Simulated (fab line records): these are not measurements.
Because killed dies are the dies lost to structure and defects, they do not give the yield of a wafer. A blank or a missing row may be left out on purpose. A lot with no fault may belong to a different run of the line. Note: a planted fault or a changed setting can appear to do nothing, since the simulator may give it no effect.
2 desks, one fault || flow sky130 || each desk holds nothing but its own numbers, with what lay behind them at the end

## AT THE METROLOGY DESK
Lot by lot, what the gauges showed, no matter which tool ran the lot: averages of those sampled wafers that carry a number. The brackets show how far a lot's mean lies from the usual mean; more than 4 standard deviations puts the lot out of limits, marked OUT.
Columns: A = LOCAL_INTERCONNECT_OVL at SKY_LOCAL_INTERCONNECT_OVL_MEAS_12, usual 0 nm; B = CONTACT_W_RS at SKY_CONTACT_RS_MEAS_25, usual 0.339 ohm/sq; C = CONTACT_W_THK at SKY_CONTACT_THK_MEAS_26, usual 340 nm
{"lot": "L830", "first seen here": "day 32 03:05", "A": 4, "B": 0.338, "C": 342}
{"lot": "L829", "first seen here": "day 32 05:37", "A": 4, "B": "0.246 (-21) OUT", "C": 345}
{"lot": "L831", "first seen here": "day 32 06:31", "A": -3, "B": "0.291 (-11) OUT", "C": 342}
{"lot": "L832", "first seen here": "day 32 22:26", "A": 3, "B": "0.288 (-11) OUT", "C": 352}
{"lot": "L833", "first seen here": "day 33 06:43", "A": 8, "B": 0.343, "C": 335}
{"lot": "L841", "first seen here": "day 35 12:34", "A": 3, "B": 0.336, "C": 340}
{"lot": "L843", "first seen here": "day 36 07:35", "A": 1, "B": 0.341, "C": 336}
{"lot": "L842", "first seen here": "day 36 10:45", "A": -3, "B": 0.335, "C": 342}
{"lot": "L845", "first seen here": "day 36 18:50", "A": -1, "B": 0.335, "C": 345}
{"lot": "L847", "first seen here": "day 37 01:53", "A": 3, "B": 0.343, "C": 336}
{"lot": "L848", "first seen here": "day 37 12:59", "A": -1, "B": 0.337, "C": 340}
This desk's finding: out of limits on L829, L831, L832; first on L829, day 33 11:15 (CONTACT_W_RS at SKY_CONTACT_RS_MEAS_25). In limits: L830, L833, L841, L843, L842, L845, L847, L848.

## FOR THE TOOL OWNER'S DESK: cvd_w-02
The tool's own readings at SKY_CONTACT_CVD_24 (deposits W, target thk 340 nm, time 102.12 s): means of the sampled wafers that have a number, for each lot that ran on this tool. The brackets show how far a lot's mean lies from the usual mean; more than 4 standard deviations puts the lot out of limits, marked OUT.
Columns: A = heater_power_w at SKY_CONTACT_CVD_24, usual 889 W
{"lot": "L829", "first seen here": "day 33 11:08", "A": 887}
{"lot": "L831", "first seen here": "day 33 11:55", "A": 958}
{"lot": "L832", "first seen here": "day 34 04:04", "A": 958}
{"lot": "L841", "first seen here": "day 36 17:11", "A": 946}
{"lot": "L843", "first seen here": "day 37 12:18", "A": 895}
{"lot": "L842", "first seen here": "day 37 15:04", "A": 890}
{"lot": "L845", "first seen here": "day 37 23:29", "A": 1026}
{"lot": "L847", "first seen here": "day 38 06:28", "A": 883}
{"lot": "L848", "first seen here": "day 38 16:46", "A": 960}
This desk's verdict: no lot among the 9 shows anything out of limits.

## PUT TOGETHER
L829, L831, L832 would have let the metrology desk raise an alarm at day 33 11:15.
Nothing out of limits was seen by the tool owner's desk.
Tool owner's desk: L829, L831, L832 on record, inside its limits.
Of the lots named, all ran SKY_CONTACT_CVD_24 on cvd_w-02.

## WHAT THE SIMULATOR HAD INSERTED
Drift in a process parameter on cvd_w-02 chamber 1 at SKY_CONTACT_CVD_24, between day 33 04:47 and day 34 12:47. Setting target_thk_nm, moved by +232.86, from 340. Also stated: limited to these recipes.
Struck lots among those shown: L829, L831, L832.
Delay in hours, fault start to first out-of-limits reading, per desk: metrology desk 6.
